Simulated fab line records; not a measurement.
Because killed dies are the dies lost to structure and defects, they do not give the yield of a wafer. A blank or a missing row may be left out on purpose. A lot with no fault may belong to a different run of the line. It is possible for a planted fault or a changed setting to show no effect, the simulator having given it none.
The tool behind it: which one? | flow sky130 | 36 wafers from 13 lots sampled at 5 of the route's 708 steps

== WHAT THE GAUGES READ, wafer by wafer ==
SKY_FIELD_ISO_THK_MEAS_02.
lot  | measured    | on            | FIELD_ISO_OXIDATION_00_THK (nm)
L351 | day 1 16:38 | film_metro-01 | 11.26 11.53 11.40
L352 | day 1 21:39 | film_metro-04 | 11.54 11.70 11.65
L353 | day 2 03:27 | film_metro-01 | 11.33 11.49 11.45
L354 | day 2 10:14 | film_metro-01 | 11.89 12.04 11.98
L356 | day 2 20:42 | film_metro-04 | 11.74 11.67 11.74
L357 | day 3 01:14 | film_metro-04 | 11.56 11.79 11.83
L359 | day 3 08:52 | film_metro-02 | 11.84 11.91 11.77
L360 | day 3 14:41 | film_metro-02 | 12.18 12.17 11.93
L363 | day 4 05:38 | film_metro-02 | 11.75 11.79
L365 | day 4 14:49 | film_metro-04 | 11.97 12.21
L367 | day 5 00:50 | film_metro-04 | 11.87 12.15
L370 | day 5 15:44 | film_metro-01 | 12.20 12.13 12.25
L371 | day 5 22:09 | film_metro-02 | 11.59 11.57 11.82

SKY_NWELL_RS_MEAS_31: measures by four-point-probe.
lot  | measured     | on            | PWDE_RS (ohm/sq)
L351 | day 5 22:17  | film_metro-04 | 5265 5284 5262
L352 | day 6 01:58  | film_metro-04 | 5271 5291 5281
L353 | day 6 05:26  | film_metro-03 | 5254 5271 5252
L354 | day 6 11:15  | film_metro-02 | 5264 5275 5265
L356 | day 7 01:04  | film_metro-04 | 5260 5264 5268
L357 | day 7 05:59  | film_metro-04 | 5306 5286 5293
L359 | day 7 13:32  | film_metro-03 | 5263 5269 5272
L360 | day 7 21:53  | film_metro-02 | 5251 5257 5248
L363 | day 8 15:11  | film_metro-04 | 5265 5357
L365 | day 9 07:53  | film_metro-03 | 5266 5369
L367 | day 9 12:27  | film_metro-02 | 5267 5349
L370 | day 10 06:31 | film_metro-02 | 5316 5305 5305
L371 | day 10 12:22 | film_metro-03 | 5273 5244 5262

SKY_VT_ADJUST_LVTN_OVL_MEAS_18.
lot  | measured     | on         | VT_ADJUST_LVTN_01_OVL (nm)
L351 | day 8 07:59  | overlay-01 | 2.3 2.0 3.0
L352 | day 8 12:51  | overlay-01 | 1.9 1.0 0.7
L353 | day 8 16:50  | overlay-02 | 2.3 2.0 1.4
L354 | day 9 00:08  | overlay-01 | 0.3 1.7 1.4
L356 | day 9 13:00  | overlay-02 | 3.9 3.0 2.5
L357 | day 9 18:54  | overlay-02 | -0.4 0.1 0.8
L359 | day 10 03:23 | overlay-01 | 0.4 1.0 0.4
L360 | day 10 11:01 | overlay-02 | 1.1 0.8 0.1
L363 | day 11 06:39 | overlay-02 | 2.1 1.1
L365 | day 12 04:17 | overlay-01 | -0.9 -1.9
L367 | day 12 07:56 | overlay-02 | 1.7 1.5
L370 | day 13 04:53 | overlay-02 | 1.7 -0.4 1.6
L371 | day 13 12:34 | overlay-02 | -0.7 -0.1 -0.9

== TOOL THAT RAN EACH LOT (tool first, then ch and the chambers of the sampled wafers, then the start) ==
lot  | SKY_PWDE_IMPLANT_08            | SKY_VT_ADJUST_HVTP_STRIP_10
L351 | implanter-03 ch 0, day 4 09:52 | plasma_asher-01 ch 0,1, day 6 17:08
L352 | implanter-03 ch 0, day 4 13:04 | plasma_asher-01 ch 0,1, day 6 21:22
L353 | implanter-02 ch 0, day 4 16:13 | plasma_asher-01 ch 0,1, day 7 01:12
L354 | implanter-03 ch 0, day 4 21:03 | plasma_asher-04 ch 0,1, day 7 07:24
L356 | implanter-03 ch 0, day 5 09:40 | plasma_asher-02 ch 0,1, day 7 20:29
L357 | implanter-03 ch 0, day 5 14:11 | plasma_asher-02 ch 0,1, day 8 01:32
L359 | implanter-03 ch 0, day 5 21:55 | plasma_asher-01 ch 1, day 8 09:36
L360 | implanter-01 ch 0, day 6 05:40 | plasma_asher-02 ch 0,1, day 8 18:51
L363 | implanter-03 ch 0, day 6 21:26 | plasma_asher-01 ch 1, day 9 11:08
L365 | implanter-03 ch 0, day 7 09:27 | plasma_asher-01 ch 0, day 10 04:23
L367 | implanter-03 ch 0, day 7 18:05 | plasma_asher-04 ch 0, day 10 09:33
L370 | implanter-02 ch 0, day 8 11:07 | plasma_asher-01 ch 0,1, day 11 05:17
L371 | implanter-02 ch 0, day 8 19:37 | plasma_asher-02 ch 0,1, day 11 11:33
- SKY_PWDE_IMPLANT_08
- SKY_VT_ADJUST_HVTP_STRIP_10: strips in O2/N2.

== AS READ BY THE TOOLS THEMSELVES (means over the sampled wafers that have a number; for cases with no such wafer, the mark the record gives instead) ==
SKY_PWDE_IMPLANT_08.
lot  | tool         | beam_energy_keV | beam_on_s (s)
L351 | implanter-03 | 150.00          | 10.28
L352 | implanter-03 | 150.00          | 10.20
L353 | implanter-02 | 150.00          | 10.00
L354 | implanter-03 | 150.03          | 9.95
L356 | implanter-03 | 150.07          | 10.08
L357 | implanter-03 | 149.96          | 10.02
L359 | implanter-03 | 150.00          | 9.88
L360 | implanter-01 | 149.98          | 10.00
L363 | implanter-03 | 149.99          | 9.93
L365 | implanter-03 | 150.01          | 10.13
L367 | implanter-03 | 150.01          | 9.68
L370 | implanter-02 | 149.96          | 10.12
L371 | implanter-02 | 149.99          | 10.09

SKY_VT_ADJUST_HVTP_STRIP_10.
lot  | tool            | chamber_pressure_mTorr (mTorr) | drypump_motor_current_A (A) | oes_product_au (a.u.) | strip_time_to_endpoint_s (s)
L351 | plasma_asher-01 | 1501.0                         | 5.81                        | 0.711                 | 14.19
L352 | plasma_asher-01 | 1499.8                         | 5.81                        | 0.721                 | 14.19
L353 | plasma_asher-01 | 1500.0                         | 5.61                        | 0.719                 | 14.16
L354 | plasma_asher-04 | 1500.2                         | 5.75                        | 0.715                 | 14.14
L356 | plasma_asher-02 | 1500.4                         | 5.47                        | 0.716                 | 14.14
L357 | plasma_asher-02 | 1499.6                         | 5.60                        | 0.718                 | 14.20
L359 | plasma_asher-01 | 1499.7                         | 5.99                        | 0.715                 | 14.11
L360 | plasma_asher-02 | 1500.8                         | 5.47                        | 0.716                 | 14.10
L363 | plasma_asher-01 | 1500.6                         | 6.00                        | 0.720                 | 14.16
L365 | plasma_asher-01 | 1499.5                         | 5.46                        | 0.710                 | 14.07
L367 | plasma_asher-04 | 1501.0                         | 5.71                        | 0.712                 | 14.21
L370 | plasma_asher-01 | 1500.0                         | 5.80                        | 0.713                 | 14.20
L371 | plasma_asher-02 | 1500.4                         | 5.63                        | 0.715                 | 14.28

== THE ANSWER, worked out from the rows above alone ==
Rule: the lots themselves supply what counts as usual. The widest of any qualifying gaps counts: lots, ordered by their means at a reading, are off when they make up no more than a third of the lots, leave a main group of 4 or more, and stand apart from it by 3 or more times the standard deviation of that group's means. A main group is skipped when, at the precision printed for the reading in the tables above, its means are all equal. Also off: a lot with no number at a reading for which 4 or more lots have one. The other lots that the step has rows for count as sound. Order of review: gauges by route order, followed by the tools' own readings, for which a lot's mean as printed above is used. The first step at which some lot is off is used, and at that step the reading that is off furthest; a lot without a number counts as furthest.
Across all readings shown, no lot is off: no conclusion can be drawn from this.

== WHAT WAS PUT IN BY THE SIMULATOR ==
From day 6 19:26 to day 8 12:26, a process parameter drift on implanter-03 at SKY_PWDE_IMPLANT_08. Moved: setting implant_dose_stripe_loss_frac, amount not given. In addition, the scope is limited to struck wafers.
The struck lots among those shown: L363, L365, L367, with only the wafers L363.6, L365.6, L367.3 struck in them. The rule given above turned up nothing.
